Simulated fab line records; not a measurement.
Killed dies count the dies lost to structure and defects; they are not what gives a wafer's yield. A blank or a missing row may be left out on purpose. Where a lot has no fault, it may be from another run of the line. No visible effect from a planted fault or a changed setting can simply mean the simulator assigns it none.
The same fault as seen by 2 desks -- flow gf180mcu -- every desk sees just its own numbers, and what lay behind them comes last

METROLOGY DESK
What the gauges read for every lot (on any tool): the sampled wafers with a number, averaged. If a lot's mean is further than 4 standard deviations from the usual mean, the lot is out of limits and carries the mark OUT (the distance appears in the brackets).
Columns: A = M1_ALCU_RS at GF_M1_RS_MEAS_05, usual 0.0696 ohm/sq; B = M1_ALCU_THK at GF_M1_THK_MEAS_06, usual 460 nm
lot,first seen here,A,B
L574,day 16 02:52,0.0693,464
L576,day 16 21:50,0.0700,461
L579,day 18 01:38,0.0706,456
L580,day 18 06:53,0.0696,457
L581,day 18 17:45,0.0700,453
L583,day 19 15:51,0.0692,461
L585,day 20 07:58,0.0692,458
L586,day 20 16:43,0.0695,456
L590,day 21 23:27,0.0706,453
L592,day 22 23:34,0.0684,474
L594,day 23 09:42,0.0708,452
L595,day 23 15:33,0.0697,461
L597,day 24 03:38,0.0694,466
This desk found nothing out of limits on any of the 13 lots.

THE TOOL OWNER'S DESK: pvd sputter-02
The tool's own readings at GF_M1_SPUTTER_04 (material TiN, target thk 50 nm, time 41.7 s): means of the sampled wafers that have a number, for each lot that ran on this tool. If a lot's mean is further than 4 standard deviations from the usual mean, the lot is out of limits and carries the mark OUT (the distance appears in the brackets).
Columns: A = cathode dc power W at GF_M1_SPUTTER_04, usual 6500.1 W; B = throttle valve pct at GF_M1_SPUTTER_04, usual 29.9 %
lot,first seen here,A,B
L576,day 16 21:45,6500.3,29.6
L581,day 18 17:41,6500.1,29.8
L583,day 19 15:49,6500.6,30.5
L585,day 20 07:56,6499.4,29.1
L590,day 21 23:25,6313.6 (-99 or more) OUT,29.7
L592,day 22 23:31,6313.4 (-99 or more) OUT,29.8
This desk's finding: out of limits on L590, L592; first on L590, day 21 23:25 (cathode dc power W at GF_M1_SPUTTER_04). Within limits: L576, L581, L583, L585.

TAKEN TOGETHER
On L590, L592, at day 21 23:25, an alarm was possible from the tool owner's desk.
From the metrology desk's view, nothing was out of limits.
The metrology desk has L590, L592 on record, within its limits.
Of the lots named, all ran GF_M1_SPUTTER_04 on pvd sputter-02.

WHAT THE SIMULATOR HAD PUT IN
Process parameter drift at GF_M1_SPUTTER_04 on pvd sputter-02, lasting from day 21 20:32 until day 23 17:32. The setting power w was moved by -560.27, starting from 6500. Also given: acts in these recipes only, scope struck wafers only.
Struck lots among those shown: L590, L592.
Delay in hours, fault start to first out-of-limits reading, by desk: the tool owner's desk at 3.
